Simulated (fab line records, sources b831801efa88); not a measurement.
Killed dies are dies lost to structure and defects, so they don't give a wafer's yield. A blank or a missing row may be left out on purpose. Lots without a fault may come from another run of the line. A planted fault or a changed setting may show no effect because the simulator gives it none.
fab line records | flow sky130
record lots=5 wafers=13 last_day=50
route steps=708 shown LI_CONTACT@376 LOCAL_INTERCONNECT@387 PAD_OPEN@708
lots that met no fault: from a run of the same line without faults
start_h: hours from the record's first day to the start of the lot's first wafer shown | wait_h: hours since the lot's step before | " the same as in the row above | L1.1+2: a row that stands for several wafers | - no value, or no start given | * or withheld: withheld | < > ~ a bound
route shown NAME@n: a module of which the file shows steps, and the number in the route of the first | usual: mean/standard deviation of fault-free wafers | same: alike in all rows | chamber/n: place in a boat | sites: the reading at each site | _std_site: their standard deviation | _edge_site: outer sites' mean less inner sites' | radius_mm: how far each site lies from the wafer's centre | mask NAME#n: copy n | behind: the tool/chamber that last shaped the wafer | hold: why the lot was held/for how many hours/how that ended | device: the transistor (n, p or np) that didn't switch | end of line: the same wafers' tests at the end of the route | a step without rows: its recipe alone | killed: dies lost to structure and defects at the first sort, not the wafer's yield | map: a wafer's dies, x killed, . not, _ none there
set.NAME: the setting as run; set.NAME@STEP: as run at that earlier step | model.NAME: the simulator's own value behind a step, which no gauge read
lots at some steps of the route; a table a step, a row a wafer
services: from which hour (start_h, from the record's first day; less than 0 if before it) a tool's chamber was out of use, for how many hours, and why
## steps
# step SKY_LI_CONTACT_ETCH_14
# recipe chemistry=N2/H2 target=BARC ion_energy_ev=200 source_w=500 bias_w=100 pressure_mtorr=30 n2_flow_sccm=100 h2_flow_sccm=200 stop_on=SiO2 time_s=45.9 target_depth_a=600
# step SKY_LI_CONTACT_ETCH_15
# recipe target=PSG chemistry=C4F8/O2/Ar stop_on=Si taper_deg=4.15 mask_material=KrF-thick source_w=1500 bias_w=1200 pressure_mtorr=40 c4f8_flow_sccm=withheld O2_flow_sccm=6 Ar_flow_sccm=300 time_s=withheld target_depth_a=6000
# step SKY_LI_CONTACT_STRIP_16
# recipe chemistry=O2/N2 power_w=1400 pressure_mtorr=1500 platen_temp_c=withheld o2_flow_sccm=3000 n2_flow_sccm=300 overash_fraction=0.5
# step SKY_LI_CONTACT_CLEAN_17
# recipe chemistry=NMP time_s=600 temp_c=60 dry=n2_spin
# step SKY_LI_CONTACT_PRE_CLEAN_18
# recipe gas=Ar time_s=5.6 bias_v=358
# step SKY_LI_CONTACT_SPUTTER_19
# recipe material=Ti target_thk_nm=20 chamber_pressure_pa=5 power_w=2500 substrate_temp_c=200 time_s=106.37
# step SKY_LI_CONTACT_SPUTTER_20
# recipe material=TiN target_thk_nm=20 chamber_pressure_pa=5 power_w=4000 time_s=80
# step SKY_LI_CONTACT_CVD_21
# recipe material=W target_thk_nm=400 time_s=120.56 temp_c=400 pressure_torr=40
# step SKY_LI_CONTACT_CMP_24
# recipe stop_on=PSG t_overpolish_s=20 down_force_psi=3.5 platen_rpm=60 target_thk_nm=0 pad_velocity_m_s=0.94248
# step SKY_LOCAL_INTERCONNECT_SPUTTER_00
# recipe material=TiN target_thk_nm=100 temp_c=300 power_w=6500 time_s=83.3 chamber_pressure_pa=0.4
# usual throttle_valve_pct=30.4/1.2
# columns lot.wafer tool chamber start_h wait_h throttle_valve_pct model.TiN_of_LOCAL_INTERCONNECT_SPUTTER_00.thk_nm
L675.2 pvd_sputter-03 - 726.46 0.1 27.9 100.8
L675.4 " - " " 30.8 98.32
L675.6 " - " " 30.1 100.8
L683.1 pvd_sputter-03 - 777.23 0.1 30.0 127.9
L683.6 " - " " 28.6 127.6
L685.3 pvd_sputter-03 - 792.56 0.2 28.0 100.8
L685.5 " - " " 28.1 101.2
L685.6 " - " " 30.1 127.6
L686.5 pvd_sputter-03 - 802.18 0.1 30.0 98.11
L686.6 " - " " 28.7 128.1
L693.1 pvd_sputter-01 - 851.71 0.2 31.3 99.02
L693.2 " - " " 31.2 97.71
L693.6 " - " " 31.2 97.05
# step SKY_LOCAL_INTERCONNECT_RS_MEAS_01
# recipe thk_meas_gauge=four-point-probe reads=TiN_of_LOCAL_INTERCONNECT_SPUTTER_00
# usual LOCAL_INTERCONNECT_TIN_RS=14.17/0.19
# columns lot.wafer tool chamber start_h wait_h LOCAL_INTERCONNECT_TIN_RS[ohm/sq]
L675.2 film_metro-04 - 726.54 0.1 14.04
L675.4 " - " " 14.42
L675.6 " - " " 14.06
L683.1 film_metro-04 - 777.29 0.0 10.94
L683.6 " - " " 10.98
L685.3 film_metro-04 - 792.67 0.1 14.02
L685.5 " - " " 13.97
L685.6 " - " " 10.99
L686.5 film_metro-02 - 802.30 0.1 14.42
L686.6 " - " " 10.89
L693.1 film_metro-03 - 851.77 0.0 14.32
L693.2 " - " " 14.50
L693.6 " - " " 14.59
# step SKY_LOCAL_INTERCONNECT_THK_MEAS_02
# recipe thk_meas_gauge=xrf reads=TiN_of_LOCAL_INTERCONNECT_SPUTTER_00
# usual LOCAL_INTERCONNECT_TIN_THK=97.9/1.3
# columns lot.wafer tool chamber start_h wait_h LOCAL_INTERCONNECT_TIN_THK[nm]
L675.2 film_metro-04 - 726.65 0.1 99.0
L675.4 " - " " 95.8
L675.6 " - " " 98.4
L683.1 film_metro-04 - 777.41 0.1 125.3
L683.6 " - " " 125.9
L685.3 film_metro-04 - 792.77 0.1 98.8
L685.5 " - " " 99.1
L685.6 " - " " 125.2
L686.5 film_metro-02 - 802.38 0.1 96.0
L686.6 " - " " 124.7
L693.1 film_metro-03 - 851.89 0.1 97.3
L693.2 " - " " 95.9
L693.6 " - " " 95.2
# step SKY_LOCAL_INTERCONNECT_DEHYDRATE_03
# recipe temp_c=200 time_s=60
# step SKY_LOCAL_INTERCONNECT_HMDS_04
# recipe prime_time_s=60 prime_temp_c=120
# step SKY_LOCAL_INTERCONNECT_COAT_05
# recipe resist=BARC temp_c=withheld time_s=withheld spin_rpm=3000 resist_thk_nm=60
# step SKY_LOCAL_INTERCONNECT_COAT_06
# recipe resist=KrF-thick spin_rpm=3000 resist_thk_nm=450
# step SKY_LOCAL_INTERCONNECT_SOFTBAKE_07
# recipe temp_c=100 time_s=90 resist=KrF-thick
# step SKY_LOCAL_INTERCONNECT_EXPOSE_08
# recipe mask_id=LI1M na=0.8 source_shape=annular sigma_inner=0.55 sigma_outer=0.85 target_cd_nm=170 dose_mj=28
# step SKY_LOCAL_INTERCONNECT_PEB_09
# recipe peb_temp_c=withheld peb_time_s=withheld resist=KrF-thick
# step SKY_LOCAL_INTERCONNECT_DEVELOP_10
# recipe develop_time_s=60 resist=KrF-thick dev_temp_c=21
# step SKY_LOCAL_INTERCONNECT_ETCH_13
# recipe chemistry=N2/H2 target=BARC ion_energy_ev=200 bias_w=100 pressure_mtorr=30 n2_flow_sccm=100 h2_flow_sccm=200 icp_w=500 stop_on=SiO2 time_s=45.9 target_depth_a=600
# step SKY_LOCAL_INTERCONNECT_METAL_ETCH_14
# recipe target_depth_nm=110 stop_on=PSG chemistry=Cl2/BCl3 target=TiN resist_sidewall_deg=88 pressure_mtorr=10 icp_w=900 bias_w=48.5 Cl2_flow_sccm=60 bcl3_flow_sccm=30 time_s=31.4
# usual drypump_motor_current_A=5.9/0.41 oes_product_au=0.940/0.0081 throttle_valve_pct=21.901/0.011
# columns lot.wafer tool chamber start_h wait_h drypump_motor_current_A oes_product_au rf_hours_counter_h throttle_valve_pct
L675.2 rie_metal-02 0 754.48 0.0 6.3 0.944 4 21.907
L675.4 " 1 " " 5.8 0.931 - 21.901
L675.6 " 0 " " 6.3 0.951 - 21.920
L683.1 rie_metal-04 0 803.88 0.0 6.3 0.974 12 21.882
L683.6 " 0 " " 6.3 0.973 - 21.873
L685.3 rie_metal-03 1 820.15 0.0 5.4 0.940 - 21.902
L685.5 " 1 " " 5.4 0.947 - 21.873
L685.6 " 0 " " 6.2 1.000 - 21.867
L686.5 rie_metal-02 1 829.42 0.0 5.8 0.930 - 21.905
L686.6 " 0 " " 6.3 0.987 - 21.870
L693.1 rie_metal-04 1 878.86 0.0 5.2 0.936 7 21.904
L693.2 " 0 " " 6.3 0.930 15 21.916
L693.6 " 1 " " 5.2 0.927 - 21.929
# step SKY_LOCAL_INTERCONNECT_STRIP_15
# recipe chemistry=O2/N2 power_w=1400 pressure_mtorr=1500 platen_temp_c=withheld o2_flow_sccm=3000 n2_flow_sccm=300 overash_fraction=0.5
# step SKY_LOCAL_INTERCONNECT_STRIP_16
# recipe chemistry=post_etch_residue_remover time_s=1200 temp_c=72.5
# columns lot.wafer tool chamber start_h wait_h model.TiN_of_LOCAL_INTERCONNECT_SPUTTER_00.thk_nm
L675.2+6 wet_bench-04 3 754.63 0.1 100.4
L675.4 " 3 " " 97.9
L683.1 wet_bench-03 3 804.03 0.1 127.5
L683.6 " 3 " " 127.2
L685.3 wet_bench-04 2 820.29 0.0 100.4
L685.5 " 2 " " 100.8
L685.6 " 2 " " 127.2
L686.5 wet_bench-04 2 829.54 0.0 97.69
L686.6 " 2 " " 127.7
L693.1 wet_bench-03 0 879.01 0.1 98.6
L693.2 " 0 " " 97.3
L693.6 " 0 " " 96.63
# step SKY_LOCAL_INTERCONNECT_CLEAN_17
# recipe chemistry=IPA time_s=180 temp_c=25
# step SKY_PAD_OPEN_PROBE_99
# usual killed_at_M0_to_M3=44/7.2 killed_at_M4_up=2.9/1.8 killed_at_contacts=24/5.2 killed_at_front_end=15/4 killed_at_other=0.2/0.49 killed_dies=85/9.1 killed_on_rim=17/3.7 killed_open=47/6.8 killed_short=38/5.7
# same gross_dies=492 killed_at_back_side=0
# columns lot.wafer tool chamber start_h wait_h killed_at_M0_to_M3 killed_at_M4_up killed_at_contacts killed_at_front_end killed_at_other killed_dies killed_on_rim killed_open killed_short
L683.1 prober-02 - 1156.84 0.1 42 0 438 12 0 492 96 42 28
L683.6 prober-02 - 1157.09 0.2 44 3 435 10 0 492 96 42 32
L685.3 prober-02 - 1167.12 0.2 63 3 23 20 0 109 17 58 51
L685.5 prober-02 - 1167.22 0.2 50 1 31 17 0 99 20 60 39
L685.6 prober-02 - 1167.27 0.2 50 4 424 13 1 492 96 59 35
L686.6 prober-01 - 1175.52 0.2 29 1 450 10 2 492 96 39 28
# killed by level:class
L683.1 LOCAL_INTERCONNECT:area_etch=422 VIA1:geometric_particle:open=15 CONTACT:geometric_particle:open=9 METAL1:geometric_particle:short=6 VIA1:geometric_particle:short=6 POLY_GATE:geometric_particle:short=5 METAL2:geometric_particle:short=5 VIA3:geometric_particle:open=5
L683.6 LOCAL_INTERCONNECT:area_etch=418 CONTACT:geometric_particle:open=8 VIA1:geometric_particle:open=8 VIA1:geometric_particle:short=7 VIA2:geometric_particle:open=5 LI_CONTACT:geometric_particle:open=4 METAL1:geometric_particle:short=4 METAL2:geometric_particle:short=4
L685.3 VIA1:geometric_particle:open=18 VIA2:geometric_particle:open=12 CONTACT:geometric_particle:short=9 VIA1:geometric_particle:short=8 METAL2:geometric_particle:short=8 LI_CONTACT:geometric_particle:open=6 FIELD_ISO:geometric_particle:open=6 METAL1:geometric_particle:short=6
L685.5 VIA1:geometric_particle:open=14 LI_CONTACT:geometric_particle:open=13 VIA1:geometric_particle:short=9 VIA3:geometric_particle:open=8 CONTACT:geometric_particle:open=7 POLY_GATE:geometric_particle:open=7 VIA2:geometric_particle:open=5 LI_CONTACT:geometric_particle:short=4
L685.6 LOCAL_INTERCONNECT:area_etch=398 VIA1:geometric_particle:open=17 CONTACT:geometric_particle:open=12 VIA3:geometric_particle:short=7 VIA3:geometric_particle:open=7 POLY_GATE:geometric_particle:open=6 LI_CONTACT:geometric_particle:open=6 VIA1:geometric_particle:short=6
L686.6 LOCAL_INTERCONNECT:area_etch=425 CONTACT:geometric_particle:open=8 VIA1:geometric_particle:open=7 LI_CONTACT:geometric_particle:open=7 LOCAL_INTERCONNECT:geometric_particle:short=5 VIA1:geometric_particle:short=4 FIELD_ISO:geometric_particle:short=3 POLY_GATE:geometric_particle:short=3
# map L683.1 (x killed, . not)
__________xxxxxxxxxx_________
________xxxxxxxxxxxxxx_______
______xxxxxxxxxxxxxxxxxx_____
_____xxxxxxxxxxxxxxxxxxxx____
____xxxxxxxxxxxxxxxxxxxxxx___
___xxxxxxxxxxxxxxxxxxxxxxxx__
__xxxxxxxxxxxxxxxxxxxxxxxxxx_
_xxxxxxxxxxxxxxxxxxxxxxxxxxxx
_xxxxxxxxxxxxxxxxxxxxxxxxxxxx
_xxxxxxxxxxxxxxxxxxxxxxxxxxxx
_xxxxxxxxxxxxxxxxxxxxxxxxxxxx
_xxxxxxxxxxxxxxxxxxxxxxxxxxxx
_xxxxxxxxxxxxxxxxxxxxxxxxxxxx
_xxxxxxxxxxxxxxxxxxxxxxxxxxxx
_xxxxxxxxxxxxxxxxxxxxxxxxxxxx
__xxxxxxxxxxxxxxxxxxxxxxxxxx_
___xxxxxxxxxxxxxxxxxxxxxxxx__
____xxxxxxxxxxxxxxxxxxxxxx___
_____xxxxxxxxxxxxxxxxxxxx____
______xxxxxxxxxxxxxxxxxx_____
________xxxxxxxxxxxxxx_______
__________xxxxxxxxxx_________
# map L685.6 (x killed, . not)
__________xxxxxxxxxx_________
________xxxxxxxxxxxxxx_______
______xxxxxxxxxxxxxxxxxx_____
_____xxxxxxxxxxxxxxxxxxxx____
____xxxxxxxxxxxxxxxxxxxxxx___
___xxxxxxxxxxxxxxxxxxxxxxxx__
__xxxxxxxxxxxxxxxxxxxxxxxxxx_
_xxxxxxxxxxxxxxxxxxxxxxxxxxxx
_xxxxxxxxxxxxxxxxxxxxxxxxxxxx
_xxxxxxxxxxxxxxxxxxxxxxxxxxxx
_xxxxxxxxxxxxxxxxxxxxxxxxxxxx
_xxxxxxxxxxxxxxxxxxxxxxxxxxxx
_xxxxxxxxxxxxxxxxxxxxxxxxxxxx
_xxxxxxxxxxxxxxxxxxxxxxxxxxxx
_xxxxxxxxxxxxxxxxxxxxxxxxxxxx
__xxxxxxxxxxxxxxxxxxxxxxxxxx_
___xxxxxxxxxxxxxxxxxxxxxxxx__
____xxxxxxxxxxxxxxxxxxxxxx___
_____xxxxxxxxxxxxxxxxxxxx____
______xxxxxxxxxxxxxxxxxx_____
________xxxxxxxxxxxxxx_______
__________xxxxxxxxxx_________
## services
# columns tool chamber start_h hours kind
rie_metal-04 - 821.41 0.3 repair
pvd_sputter-03 - 826.09 6.4 repair
rie_metal-04 - 833.85 0.6 repair
rie_metal-02 1 843.52 - clean
rie_metal-02 1 843.52 19.2 scheduled_down
rie_metal-02 1 843.52 19.2 vent_cycle
wet_bench-03 - 871.79 1.9 pm
## key
first_sign step=SKY_LOCAL_INTERCONNECT_RS_MEAS_01 reading=LOCAL_INTERCONNECT_TIN_RS direction=down sigmas=17 usual=14.17 struck=10.95
effect step=SKY_LOCAL_INTERCONNECT_THK_MEAS_02 reading=LOCAL_INTERCONNECT_TIN_THK direction=up sigmas=21 usual=97.9 struck=125.3
effect step=SKY_LOCAL_INTERCONNECT_METAL_ETCH_14 reading=oes_product_au direction=up sigmas=5.3 usual=0.940 struck=0.983
effect step=SKY_PAD_OPEN_PROBE_99 reading=killed_at_contacts direction=up sigmas=79 usual=24 struck=437
model_effect step=SKY_LOCAL_INTERCONNECT_SPUTTER_00 value=TiN_of_LOCAL_INTERCONNECT_SPUTTER_00.thk_nm without=99.68 struck=127.8
model_effect step=SKY_LOCAL_INTERCONNECT_STRIP_16 value=TiN_of_LOCAL_INTERCONNECT_SPUTTER_00.thk_nm without=99.26 struck=127.4
more_kills_born_at SKY_LOCAL_INTERCONNECT_METAL_ETCH_14@rie_metal-04=840 SKY_LOCAL_INTERCONNECT_METAL_ETCH_14@rie_metal-02=425 SKY_LOCAL_INTERCONNECT_METAL_ETCH_14@rie_metal-03=398
met_at SKY_LOCAL_INTERCONNECT_SPUTTER_00
struck_wafers L683.1,L683.6,L685.6,L686.6
later_rows_left_out L683.1,L683.6,L685.6,L686.6
tester_left_out L683,L685,L686
onset_between 726.46 777.23
fault kind=process_parameter_drift tool=pvd_sputter-03 chamber=- onset_h=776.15 steps=SKY_LOCAL_INTERCONNECT_SPUTTER_00 channel=target_thk_nm offset=28.127 shape=step end_h=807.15 scope=struck_wafers_only acts_in=these_recipes_only stated=100
# tester_left_out: of these lots the tester's yield and bins aren't shown, on N5 and GAA mostly nor the transistor test; their killed dies are dies lost to structure and defects alone, not to doping, threshold or leakage, so they don't give the yield
# later_rows_left_out: the simulator's readings of these wafers behind a module that went badly wrong aren't trusted and aren't shown, but for the sort
